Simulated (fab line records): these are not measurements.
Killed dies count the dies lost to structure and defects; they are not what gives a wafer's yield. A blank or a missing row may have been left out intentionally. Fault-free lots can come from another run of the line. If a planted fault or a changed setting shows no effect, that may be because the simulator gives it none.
fab line records | flow sky130
[record] lots = 9 | wafers = 27 | lastDay = 50
route steps=708 shown VIA1@478 METAL2@485 PAD_OPEN@708
lots that met no fault: taken from a fault-free run of the same line
startH: hours from the record's opening day to when the first of the lot's shown wafers began | waitH: how many hours have passed since the lot's step before this one | " repeats the value in the row above | L1.1+2: one row covering several wafers at once | - no value present, or no start provided | * or withheld: withheld | < > ~ a bound
route shown NAME@n: names a module that has steps shown in the file, with the first one's number in the route | usual: mean and standard deviation over wafers with no fault | same: alike in all rows | chamber/n: place in a boat | sites: per-site readings | _std_site: the standard deviation of these | _edge_site: outer sites' mean less inner sites' | radiusMm: for every site, how far away it sits from the centre of the wafer | mask NAME#n: copy n | behind: tool/chamber where the wafer was last shaped | hold: why the lot went on hold/how many hours it stayed there/how the hold came to an end | device: which transistor (n, p or np) failed to switch | end of line: the same wafers' tests at the end of the route | a step without rows: its recipe alone | killed: at the first sort, the dies lost to defects and structure; wafer yield is something else | map: shows each die of a wafer: x if killed, . if not, _ if none is there
set.NAME: the setting that was run; set.NAME@STEP: the one run at that earlier step | model.NAME: the simulator's own value behind a step, which no gauge read
steps of the route over a sample of lots; a table a step, a row a wafer
services: the hour from which a tool's chamber was out of use, counted from the record's first day as startH (under 0 if before that day), plus the number of hours and why
[[steps]]
[step SKY_VIA1_SPUTTER_20]
[recipe] material = TiN | targetThkNm = 20 | chamberPressurePa = 5 | powerW = 4000 | timeS = 80
[usual] cathodeDcPowerW = 4000.0/0.72 | chamberPressurePa = 5.001/0.011 | throttleValvePct = 30.1/0.93
lot.wafer | tool          | chamber | startH | waitH | cathodeDcPowerW | chamberPressurePa | throttleValvePct
L247.1    | pvdSputter-01 | -       | 787.99 | 0.0   | 4000.9          | 4.989             | 29.4
L247.5    | "             | -       | "      | "     | 4000.1          | 5.000             | 31.2
L247.6    | "             | -       | "      | "     | 3999.8          | 5.015             | 30.3
L248.1    | pvdSputter-01 | -       | 797.33 | 0.0   | 3999.8          | 5.004             | 29.4
L248.2    | "             | -       | "      | "     | 4000.1          | 5.007             | 30.6
L248.4    | "             | -       | "      | "     | 3998.4          | 5.010             | 30.5
L251.2    | pvdSputter-01 | -       | 825.14 | 0.0   | 4000.9          | 4.993             | 30.4
L251.3    | "             | -       | "      | "     | 4001.5          | 5.003             | 31.0
L251.6    | "             | -       | "      | "     | 4000.1          | 5.009             | 30.9
L254.1    | pvdSputter-03 | -       | 853.75 | 0.0   | 4000.3          | 4.989             | 29.1
L254.2    | "             | -       | "      | "     | 3999.9          | 4.993             | 29.5
L254.5    | "             | -       | "      | "     | 3999.7          | 5.001             | 29.9
L260.3    | pvdSputter-01 | -       | 895.36 | 0.0   | 4001.2          | 5.016             | 30.5
L260.4    | "             | -       | "      | "     | 4001.0          | 4.995             | 30.4
L260.6    | "             | -       | "      | "     | 4000.4          | 4.993             | 30.3
L262.2    | pvdSputter-04 | -       | 899.82 | 0.0   | 4000.1          | 4.989             | 31.6
L262.3    | "             | -       | "      | "     | 3998.5          | 5.020             | 29.3
L262.5    | "             | -       | "      | "     | 4000.0          | 4.995             | 29.3
L263.1    | pvdSputter-03 | -       | 913.88 | 0.0   | 3999.1          | 5.000             | 29.0
L263.2    | "             | -       | "      | "     | 3999.3          | 4.986             | 29.5
L263.3    | "             | -       | "      | "     | 3999.5          | 4.997             | 30.3
L267.1    | pvdSputter-04 | -       | 941.44 | 0.0   | 4000.6          | 5.005             | 28.9
L267.3    | "             | -       | "      | "     | 4000.1          | 5.013             | 32.3
L267.6    | "             | -       | "      | "     | 3999.2          | 4.985             | 29.2
L269.1    | pvdSputter-04 | -       | 958.76 | 0.0   | 4000.3          | 5.004             | 29.2
L269.2    | "             | -       | "      | "     | 3999.6          | 4.997             | 32.6
L269.3    | "             | -       | "      | "     | 3999.5          | 5.012             | 29.2
[step SKY_VIA1_THK_MEAS_23]
[recipe] thkMeasGauge = xrf | reads = W_of_VIA1_CVD_21
[usual] VIA1_W_THK = 273/4.8
lot.wafer | tool         | chamber | startH | waitH | VIA1_W_THK[nm]
L247.1    | filmMetro-01 | -       | 788.27 | 0.1   | 285
L247.5    | "            | -       | "      | "     | 272
L247.6    | "            | -       | "      | "     | 284
L248.1    | filmMetro-04 | -       | 797.60 | 0.1   | 278
L248.2    | "            | -       | "      | "     | 271
L248.4    | "            | -       | "      | "     | 271
L251.2    | filmMetro-01 | -       | 825.42 | 0.1   | 275
L251.3    | "            | -       | "      | "     | 275
L251.6    | "            | -       | "      | "     | 271
L254.1    | filmMetro-01 | -       | 854.02 | 0.1   | 270
L254.2    | "            | -       | "      | "     | 269
L254.5    | "            | -       | "      | "     | 267
L260.3    | filmMetro-01 | -       | 895.66 | 0.1   | 273
L260.4    | "            | -       | "      | "     | 275
L260.6    | "            | -       | "      | "     | 274
L262.2    | filmMetro-04 | -       | 900.10 | 0.1   | 269
L262.3    | "            | -       | "      | "     | 270
L262.5    | "            | -       | "      | "     | 278
L263.1    | filmMetro-02 | -       | 914.15 | 0.1   | 282
L263.2    | "            | -       | "      | "     | 270
L263.3    | "            | -       | "      | "     | 280
L267.1    | filmMetro-02 | -       | 941.72 | 0.1   | 282
L267.3    | "            | -       | "      | "     | 284
L267.6    | "            | -       | "      | "     | 282
L269.1    | filmMetro-04 | -       | 959.03 | 0.1   | 276
L269.2    | "            | -       | "      | "     | 273
L269.3    | "            | -       | "      | "     | 277
[step SKY_METAL2_SPUTTER_02]
[recipe] material = AlCu | targetThkNm = 250 | powerW = 10600 | timeS = 13.3 | chamberPressurePa = 0.4
[usual] cathodeDcPowerW = 10600/1.9 | chamberPressurePa = 0.3999/0.00071 | throttleValvePct = 30.3/1.1
lot.wafer | tool          | chamber | startH | waitH | cathodeDcPowerW | chamberPressurePa | throttleValvePct
L247.1    | pvdSputter-04 | -       | 788.68 | 0.0   | 10597           | 0.3992            | 31.7
L247.5    | "             | -       | "      | "     | 10599           | 0.4000            | 32.2
L247.6    | "             | -       | "      | "     | 10600           | 0.4006            | 29.4
L248.1    | pvdSputter-02 | -       | 798.01 | 0.0   | 10598           | 0.4002            | 29.3
L248.2    | "             | -       | "      | "     | 10596           | 0.3999            | 29.4
L248.4    | "             | -       | "      | "     | 10599           | 0.4009            | 31.0
L251.2    | pvdSputter-02 | -       | 825.82 | 0.0   | 10603           | 0.3997            | 30.8
L251.3    | "             | -       | "      | "     | 10598           | 0.4000            | 29.9
L251.6    | "             | -       | "      | "     | 10597           | 0.3998            | 28.8
L254.1    | pvdSputter-04 | -       | 854.43 | 0.0   | 10600           | 0.4011            | 29.5
L254.2    | "             | -       | "      | "     | 10601           | 0.3998            | 31.6
L254.5    | "             | -       | "      | "     | 10602           | 0.3998            | 32.4
L260.3    | pvdSputter-02 | -       | 896.04 | 0.0   | 8252.4          | 0.4011            | 29.3
L260.4    | "             | -       | "      | "     | 10599           | 0.4001            | 29.3
L260.6    | "             | -       | "      | "     | 10598           | 0.4005            | 30.1
L262.2    | pvdSputter-01 | -       | 900.50 | 0.0   | 10599           | 0.4005            | 31.1
L262.3    | "             | -       | "      | "     | 10603           | 0.3993            | 30.7
L262.5    | "             | -       | "      | "     | 10596           | 0.3993            | 29.2
L263.1    | pvdSputter-01 | -       | 914.86 | 0.0   | 10599           | 0.4000            | 30.5
L263.2    | "             | -       | "      | "     | 10597           | 0.4007            | 29.1
L263.3    | "             | -       | "      | "     | 10601           | 0.3998            | 30.5
L267.1    | pvdSputter-04 | -       | 942.13 | 0.0   | 10598           | 0.4007            | 31.4
L267.3    | "             | -       | "      | "     | 10601           | 0.3983            | 32.5
L267.6    | "             | -       | "      | "     | 10599           | 0.3985            | 32.1
L269.1    | pvdSputter-01 | -       | 959.44 | 0.0   | 10599           | 0.3984            | 29.3
L269.2    | "             | -       | "      | "     | 10601           | 0.3996            | 30.7
L269.3    | "             | -       | "      | "     | 10598           | 0.3994            | 30.6
[step SKY_METAL2_SPUTTER_03]
[recipe] material = Ti | targetThkNm = 5 | powerW = 3000 | timeS = 3.3 | chamberPressurePa = 0.4
[usual] cathodeDcPowerW = 3000.0/0.55 | chamberPressurePa = 0.3999/0.00082 | throttleValvePct = 30.3/1.2
lot.wafer | tool          | chamber | startH | waitH | cathodeDcPowerW | chamberPressurePa | throttleValvePct
L247.1    | pvdSputter-04 | -       | 788.70 | 0.0   | 3000.1          | 0.4005            | 31.8
L247.5    | "             | -       | "      | "     | 3000.5          | 0.4004            | 32.3
L247.6    | "             | -       | "      | "     | 2999.9          | 0.3993            | 29.4
L248.1    | pvdSputter-02 | -       | 798.04 | 0.0   | 3000.6          | 0.4005            | 29.0
L248.2    | "             | -       | "      | "     | 3000.0          | 0.4001            | 29.3
L248.4    | "             | -       | "      | "     | 2999.8          | 0.3998            | 31.1
L251.2    | pvdSputter-02 | -       | 825.84 | 0.0   | 2999.0          | 0.3994            | 30.9
L251.3    | "             | -       | "      | "     | 3000.7          | 0.3986            | 30.0
L251.6    | "             | -       | "      | "     | 2999.4          | 0.3990            | 29.2
L254.1    | pvdSputter-04 | -       | 854.45 | 0.0   | 3000.1          | 0.4000            | 29.4
L254.2    | "             | -       | "      | "     | 2999.4          | 0.3996            | 31.7
L254.5    | "             | -       | "      | "     | 3000.7          | 0.3995            | 32.5
L260.3    | pvdSputter-02 | -       | 896.07 | 0.0   | 3000.2          | 0.3999            | 29.0
L260.4    | "             | -       | "      | "     | 2999.4          | 0.3999            | 29.4
L260.6    | "             | -       | "      | "     | 3000.0          | 0.3998            | 30.1
L262.2    | pvdSputter-01 | -       | 900.52 | 0.0   | 3000.3          | 0.3996            | 31.0
L262.3    | "             | -       | "      | "     | 3001.2          | 0.3997            | 30.6
L262.5    | "             | -       | "      | "     | 3000.6          | 0.3982            | 29.3
L263.1    | pvdSputter-01 | -       | 914.89 | 0.0   | 2999.8          | 0.4008            | 30.3
L263.2    | "             | -       | "      | "     | 3001.3          | 0.4012            | 29.4
L263.3    | "             | -       | "      | "     | 3000.4          | 0.4011            | 30.5
L267.1    | pvdSputter-04 | -       | 942.15 | 0.0   | 2999.8          | 0.4004            | 31.5
L267.3    | "             | -       | "      | "     | 2999.5          | 0.4003            | 32.6
L267.6    | "             | -       | "      | "     | 2999.4          | 0.3994            | 32.6
L269.1    | pvdSputter-01 | -       | 959.47 | 0.0   | 2999.9          | 0.3999            | 29.2
L269.2    | "             | -       | "      | "     | 3000.7          | 0.4001            | 30.3
L269.3    | "             | -       | "      | "     | 2999.7          | 0.4003            | 30.3
[step SKY_METAL2_RS_MEAS_05]
[recipe] thkMeasGauge = four-point-probe | reads = TiN_of_METAL2_SPUTTER_04+Ti_of_METAL2_SPUTTER_03+AlCu_of_METAL2_SPUTTER_02+TiN_of_METAL2_SPUTTER_01+Ti_of_METAL2_SPUTTER_00
[usual] METAL2_ALCU_RS = 0.1269/0.0011
lot.wafer | tool         | chamber | startH | waitH | METAL2_ALCU_RS[ohm/sq]
L247.1    | filmMetro-03 | -       | 788.77 | 0.0   | 0.1267
L247.5    | "            | -       | "      | "     | 0.1263
L247.6    | "            | -       | "      | "     | 0.1269
L248.1    | filmMetro-01 | -       | 798.10 | 0.0   | 0.1257
L248.2    | "            | -       | "      | "     | 0.1255
L248.4    | "            | -       | "      | "     | 0.1255
L251.2    | filmMetro-01 | -       | 825.93 | 0.0   | 0.1283
L251.3    | "            | -       | "      | "     | 0.1288
L251.6    | "            | -       | "      | "     | 0.1285
L254.1    | filmMetro-01 | -       | 854.52 | 0.0   | 0.1277
L254.2    | "            | -       | "      | "     | 0.1268
L254.5    | "            | -       | "      | "     | 0.1289
L260.3    | filmMetro-04 | -       | 896.18 | 0.1   | 0.1683
L260.4    | "            | -       | "      | "     | 0.1277
L260.6    | "            | -       | "      | "     | 0.1288
L262.2    | filmMetro-04 | -       | 900.61 | 0.0   | 0.1264
L262.3    | "            | -       | "      | "     | 0.1269
L262.5    | "            | -       | "      | "     | 0.1262
L263.1    | filmMetro-01 | -       | 914.96 | 0.0   | 0.1268
L263.2    | "            | -       | "      | "     | 0.1259
L263.3    | "            | -       | "      | "     | 0.1248
L267.1    | filmMetro-03 | -       | 942.22 | 0.0   | 0.1265
L267.3    | "            | -       | "      | "     | 0.1255
L267.6    | "            | -       | "      | "     | 0.1272
L269.1    | filmMetro-01 | -       | 959.53 | 0.0   | 0.1271
L269.2    | "            | -       | "      | "     | 0.1264
L269.3    | "            | -       | "      | "     | 0.1277
[step SKY_METAL2_THK_MEAS_06]
[recipe] thkMeasGauge = xrf | reads = AlCu_of_METAL2_SPUTTER_02
[usual] METAL2_ALCU_THK = 249.9/2.7
lot.wafer | tool         | chamber | startH | waitH | METAL2_ALCU_THK[nm]
L247.1    | filmMetro-03 | -       | 788.89 | 0.1   | 252.2
L247.5    | "            | -       | "      | "     | 252.5
L247.6    | "            | -       | "      | "     | 250.7
L248.1    | filmMetro-01 | -       | 798.22 | 0.1   | 252.7
L248.2    | "            | -       | "      | "     | 250.7
L248.4    | "            | -       | "      | "     | 253.7
L251.2    | filmMetro-01 | -       | 826.04 | 0.1   | 247.1
L251.3    | "            | -       | "      | "     | 246.9
L251.6    | "            | -       | "      | "     | 247.0
L254.1    | filmMetro-01 | -       | 854.64 | 0.1   | 247.0
L254.2    | "            | -       | "      | "     | 249.9
L254.5    | "            | -       | "      | "     | 245.3
L260.3    | filmMetro-04 | -       | 896.28 | 0.1   | 191.1
L260.4    | "            | -       | "      | "     | 249.0
L260.6    | "            | -       | "      | "     | 247.4
L262.2    | filmMetro-04 | -       | 900.72 | 0.1   | 251.0
L262.3    | "            | -       | "      | "     | 250.9
L262.5    | "            | -       | "      | "     | 251.5
L263.1    | filmMetro-01 | -       | 915.08 | 0.1   | 251.3
L263.2    | "            | -       | "      | "     | 254.6
L263.3    | "            | -       | "      | "     | 252.9
L267.1    | filmMetro-03 | -       | 942.34 | 0.1   | 249.6
L267.3    | "            | -       | "      | "     | 250.2
L267.6    | "            | -       | "      | "     | 249.3
L269.1    | filmMetro-01 | -       | 959.65 | 0.1   | 248.1
L269.2    | "            | -       | "      | "     | 251.3
L269.3    | "            | -       | "      | "     | 249.4
[step SKY_METAL2_METAL_ETCH_19]
[recipe] targetDepthA = 3600 | stopOn = SiO2 | overEtchFrac = 0.3 | timeS = 78 | chemistry = Cl2/BCl3 | resistSidewallDeg = 88 | pressureMtorr = 10 | icpW = 900 | biasW = 48.5 | Cl2_flow_sccm = 60 | bcl3FlowSccm = 30
[usual] drypumpMotorCurrentA = 5.7/0.47 | oesProductAu = 0.855/0.0051 | throttleValvePct = 22.262/0.0086
lot.wafer | tool        | chamber | startH | waitH | drypumpMotorCurrentA | oesProductAu | rfHoursCounterH | throttleValvePct
L247.1    | rieMetal-01 | 1       | 815.72 | 0.0   | 4.7                  | 0.853        | 14              | 22.271
L247.5    | "           | 1       | "      | "     | 4.7                  | 0.857        | -               | 22.268
L247.6    | "           | 0       | "      | "     | 6.2                  | 0.853        | -               | 22.252
L248.1    | rieMetal-02 | 0       | 824.29 | 0.1   | 5.4                  | 0.862        | 6               | 22.262
L248.2    | "           | 0       | "      | "     | 5.4                  | 0.857        | -               | 22.268
L248.4    | "           | 0       | "      | "     | 5.4                  | 0.866        | -               | 22.270
L251.2    | rieMetal-01 | 0       | 852.39 | 0.0   | 6.2                  | 0.857        | 6               | 22.259
L251.3    | "           | 0       | "      | "     | 6.2                  | 0.848        | -               | 22.256
L251.6    | "           | 0       | "      | "     | 6.3                  | 0.855        | -               | 22.260
L254.1    | rieMetal-01 | 0       | 880.59 | 0.1   | 6.3                  | 0.859        | 7               | 22.262
L254.2    | "           | 0       | "      | "     | 6.3                  | 0.853        | -               | 22.255
L254.5    | "           | 0       | "      | "     | 6.3                  | 0.848        | -               | 22.271
L260.3    | rieMetal-01 | 1       | 921.13 | 0.1   | 4.7                  | 0.799        | -               | 22.260
L260.4    | "           | 0       | "      | "     | 6.3                  | 0.848        | -               | 22.259
L260.6    | "           | 1       | "      | "     | 4.7                  | 0.842        | -               | 22.264
L262.2    | rieMetal-02 | 0       | 925.85 | 0.1   | 5.4                  | 0.861        | -               | 22.273
L262.3    | "           | 0       | "      | "     | 5.4                  | 0.850        | -               | 22.251
L262.5    | "           | 0       | "      | "     | 5.4                  | 0.857        | -               | 22.262
L263.1    | rieMetal-02 | 1       | 939.72 | 0.0   | 5.7                  | 0.861        | 5               | 22.272
L263.2    | "           | 0       | "      | "     | 5.4                  | 0.857        | 13              | 22.256
L263.3    | "           | 1       | "      | "     | 5.6                  | 0.861        | -               | 22.267
L267.1    | rieMetal-01 | 0       | 967.09 | 0.1   | 6.2                  | 0.857        | 13              | 22.258
L267.3    | "           | 0       | "      | "     | 6.2                  | 0.860        | -               | 22.264
L267.6    | "           | 0       | "      | "     | 6.3                  | 0.861        | -               | 22.263
L269.1    | rieMetal-04 | 0       | 983.94 | 0.0   | 5.9                  | 0.852        | 6               | 22.281
L269.2    | "           | 1       | "      | "     | 5.8                  | 0.858        | 14              | 22.249
L269.3    | "           | 1       | "      | "     | 5.8                  | 0.847        | -               | 22.261
[step SKY_PAD_OPEN_PROBE_99]
[usual] defectLimitedYield = 82.4/1.8 | killed_at_M0_to_M3 = 43/6.5 | killed_at_M4_up = 3.2/1.8 | killedAtContacts = 24/5.2 | killedAtFrontEnd = 15/4 | killedAtOther = 0.4/0.69 | killedDies = 86/8.7 | killedOpen = 47/7 | killedShort = 39/5.7 | sort_bin_3_pad_short = 0.9/0.43 | sort_bin_5_function = 10.5/1.4 | sort_bin_6_memory = 6.2/1.2 | sortNPass = 406/8.7 | sortYieldPct = 82.4/1.8
[same] grossDies = 492 | killedAtBackSide = 0 | sort_bin_4_leakage[%] = 0 | sort_bin_8_speed[%] = 0
lot.wafer | tool      | chamber | startH  | waitH | defectLimitedYield[%] | killed_at_M0_to_M3 | killed_at_M4_up | killedAtContacts | killedAtFrontEnd | killedAtOther | killedDies | killedOpen | killedShort | sort_bin_3_pad_short[%] | sort_bin_5_function[%] | sort_bin_6_memory[%] | sortNPass | sortYieldPct[%]
L247.1    | prober-02 | -       | 1073.62 | 0.1   | 83.9                  | 35                 | 1               | 29               | 14               | 0             | 79         | 44         | 33          | 1.0                     | 8.5                    | 6.5                  | 413       | 83.9
L247.5    | prober-02 | -       | 1073.82 | 0.2   | 84.3                  | 30                 | 2               | 26               | 19               | 0             | 77         | 42         | 35          | 0.6                     | 10.4                   | 4.7                  | 415       | 84.3
L247.6    | prober-02 | -       | 1073.87 | 0.2   | 81.3                  | 49                 | 1               | 25               | 17               | 0             | 92         | 55         | 37          | 1.2                     | 11.2                   | 6.3                  | 400       | 81.3
L254.1    | prober-01 | -       | 1123.72 | 0.1   | 80.3                  | 59                 | 3               | 18               | 17               | 0             | 97         | 59         | 38          | 1.2                     | 11.8                   | 6.7                  | 395       | 80.3
L254.2    | prober-01 | -       | 1123.77 | 0.1   | 87.0                  | 38                 | 1               | 12               | 13               | 0             | 64         | 29         | 35          | 0.6                     | 7.7                    | 4.7                  | 428       | 87.0
L254.5    | prober-01 | -       | 1123.92 | 0.2   | 82.7                  | 44                 | 5               | 19               | 16               | 1             | 85         | 46         | 38          | 1.0                     | 10.0                   | 6.3                  | 407       | 82.7
L263.1    | prober-02 | -       | 1167.21 | 0.1   | 81.9                  | 40                 | 6               | 22               | 21               | 0             | 89         | 40         | 49          | 1.6                     | 9.3                    | 7.1                  | 403       | 81.9
L263.2    | prober-02 | -       | 1167.26 | 0.1   | 85.8                  | 36                 | 3               | 16               | 14               | 1             | 70         | 35         | 35          | 0.4                     | 8.9                    | 4.9                  | 422       | 85.8
L263.3    | prober-02 | -       | 1167.31 | 0.2   | 79.3                  | 52                 | 0               | 30               | 20               | 0             | 102        | 54         | 47          | 0.6                     | 11.0                   | 9.1                  | 390       | 79.3
L267.1    | prober-02 | -       | 1184.51 | 0.1   | 80.9                  | 45                 | 5               | 22               | 21               | 1             | 94         | 49         | 45          | 0.6                     | 12.8                   | 5.7                  | 398       | 80.9
L267.3    | prober-02 | -       | 1184.61 | 0.2   | 79.5                  | 53                 | 5               | 24               | 19               | 0             | 101        | 59         | 42          | 1.2                     | 12.8                   | 6.5                  | 391       | 79.5
L267.6    | prober-02 | -       | 1184.76 | 0.2   | 84.1                  | 41                 | 2               | 23               | 12               | 0             | 78         | 42         | 36          | 0.6                     | 10.2                   | 5.1                  | 414       | 84.1
// killed by level:class
L247.1 CONTACT:geometricParticle:open=11 FIELD_ISO:geometricParticle:open=9 LI_CONTACT:geometricParticle:open=8 VIA1:geometricParticle:open=6 LI_CONTACT:geometricParticle:short=5 METAL1:geometricParticle:short=5 VIA2:geometricParticle:open=5 CONTACT:geometricParticle:short=4
L247.5 CONTACT:geometricParticle:open=13 FIELD_ISO:geometricParticle:short=7 LI_CONTACT:geometricParticle:open=6 METAL1:geometricParticle:short=6 VIA1:geometricParticle:short=6 VIA2:geometricParticle:open=5 FIELD_ISO:geometricParticle:open=4 POLY_GATE:geometricParticle:open=4
L247.6 VIA1:geometricParticle:open=13 VIA2:geometricParticle:open=9 CONTACT:geometricParticle:open=8 VIA3:geometricParticle:open=7 FIELD_ISO:geometricParticle:open=5 FIELD_ISO:geometricParticle:short=5 LOCAL_INTERCONNECT:geometricParticle:short=5 CONTACT:geometricParticle:short=5
L254.1 VIA2:geometricParticle:open=16 VIA3:geometricParticle:open=12 VIA1:geometricParticle:open=8 CONTACT:geometricParticle:open=7 METAL3:geometricParticle:short=6 POLY_GATE:geometricParticle:short=5 SPACER:geometricParticle:open=5 LI_CONTACT:geometricParticle:short=4
L254.2 VIA1:geometricParticle:open=8 FIELD_ISO:geometricParticle:open=5 LI_CONTACT:geometricParticle:open=5 VIA2:geometricParticle:short=5 VIA2:geometricParticle:open=5 METAL2:geometricParticle:short=4 VIA3:geometricParticle:short=4 FIELD_ISO:geometricParticle:short=3
L254.5 VIA1:geometricParticle:open=10 CONTACT:geometricParticle:open=8 VIA2:geometricParticle:open=7 METAL3:geometricParticle:short=7 LI_CONTACT:geometricParticle:open=5 METAL2:geometricParticle:short=5 VIA3:geometricParticle:open=5 METAL4:geometricParticle:short=4
L263.1 LI_CONTACT:geometricParticle:open=8 VIA2:geometricParticle:open=8 VIA1:geometricParticle:open=7 FIELD_ISO:geometricParticle:open=6 FIELD_ISO:geometricParticle:short=6 CONTACT:geometricParticle:open=6 METAL1:geometricParticle:short=5 VIA2:geometricParticle:short=5
L263.2 VIA1:geometricParticle:open=7 VIA3:geometricParticle:open=7 FIELD_ISO:geometricParticle:short=5 LI_CONTACT:geometricParticle:open=5 VIA1:geometricParticle:short=5 VIA3:geometricParticle:short=5 METAL2:geometricParticle:short=4 FIELD_ISO:geometricParticle:open=3
L263.3 VIA1:geometricParticle:open=12 CONTACT:geometricParticle:open=10 VIA1:geometricParticle:short=10 FIELD_ISO:geometricParticle:open=7 LI_CONTACT:geometricParticle:open=7 VIA3:geometricParticle:open=6 VIA2:geometricParticle:open=6 LOCAL_INTERCONNECT:geometricParticle:short=5
L267.1 VIA1:geometricParticle:open=12 METAL2:geometricParticle:short=8 CONTACT:geometricParticle:open=7 VIA3:geometricParticle:open=7 LI_CONTACT:geometricParticle:open=6 LOCAL_INTERCONNECT:geometricParticle:short=5 FIELD_ISO:geometricParticle:open=4 CONTACT:geometricParticle:short=4
L267.3 VIA3:geometricParticle:open=12 METAL2:geometricParticle:short=10 VIA1:geometricParticle:open=9 FIELD_ISO:geometricParticle:short=8 CONTACT:geometricParticle:open=8 LI_CONTACT:geometricParticle:open=6 VIA2:geometricParticle:open=6 POLY_GATE:geometricParticle:open=5
L267.6 VIA1:geometricParticle:open=12 CONTACT:geometricParticle:open=7 LOCAL_INTERCONNECT:geometricParticle:short=7 LI_CONTACT:geometricParticle:open=6 VIA3:geometricParticle:open=6 METAL1:geometricParticle:short=5 POLY_GATE:geometricParticle:short=4 METAL2:geometricParticle:short=4
[[services]]
tool          | chamber | startH | hours | kind
pvdSputter-02 | -       | 769.38 | 2.1   | repair
pvdSputter-04 | 1       | 770.90 | -     | consumableReplace:kit
pvdSputter-04 | 1       | 770.90 | 18.0  | scheduledDown
pvdSputter-04 | 1       | 770.90 | 18.0  | ventCycle
pvdSputter-02 | 0       | 816.52 | -     | consumableReplace:kit
pvdSputter-02 | 0       | 816.52 | 18.0  | scheduledDown
pvdSputter-02 | 0       | 816.52 | 18.0  | ventCycle
rieMetal-04   | -       | 829.13 | 0.5   | repair
pvdSputter-04 | -       | 834.45 | 0.6   | repair
pvdSputter-04 | -       | 837.07 | 1.5   | repair
pvdSputter-04 | -       | 902.12 | 25.9  | repair
rieMetal-02   | 1       | 923.06 | 5.0   | repair
pvdSputter-02 | -       | 944.13 | 11.5  | repair
pvdSputter-04 | 0       | 954.33 | -     | consumableReplace:kit
pvdSputter-04 | 0       | 954.33 | 18.0  | scheduledDown
pvdSputter-04 | 0       | 954.33 | 18.0  | ventCycle
rieMetal-02   | -       | 958.00 | 2.8   | pm
pvdSputter-01 | 0       | 958.13 | -     | consumableReplace:kit
pvdSputter-01 | 0       | 958.13 | 18.0  | scheduledDown
pvdSputter-01 | 0       | 958.13 | 18.0  | ventCycle
rieMetal-01   | 1       | 961.11 | 19.3  | repair
pvdSputter-01 | -       | 975.62 | 1.3   | repair
rieMetal-01   | 0       | 981.77 | 23.3  | repair
pvdSputter-03 | -       | 983.16 | 2.4   | repair
[[key]]
[firstSign] step = SKY_METAL2_SPUTTER_02 | reading = cathodeDcPowerW | direction = down | sigmas = 99+ | usual = 10600 | struck = 8252.4
[effect] step = SKY_METAL2_RS_MEAS_05 | reading = METAL2_ALCU_RS | direction = up | sigmas = 38 | usual = 0.1269 | struck = 0.1683
[effect] step = SKY_METAL2_THK_MEAS_06 | reading = METAL2_ALCU_THK | direction = down | sigmas = 22 | usual = 249.9 | struck = 191.1
[effect] step = SKY_METAL2_METAL_ETCH_19 | reading = oesProductAu | direction = down | sigmas = 11 | usual = 0.855 | struck = 0.799
metAt SKY_METAL2_SPUTTER_02
struckLots L260
struckWafers L260.3
notActingAt SKY_VIA1_SPUTTER_20,SKY_VIA1_THK_MEAS_23,SKY_METAL2_SPUTTER_03
onsetBetween 825.82 896.04
[fault] kind = processParameterDrift | tool = pvdSputter-02 | chamber = - | onsetH = 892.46 | steps = SKY_METAL2_SPUTTER_02 | channel = powerW | offset = * | shape = step | endH = 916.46 | actsIn = * | stated = * | scope = struckWafersOnly
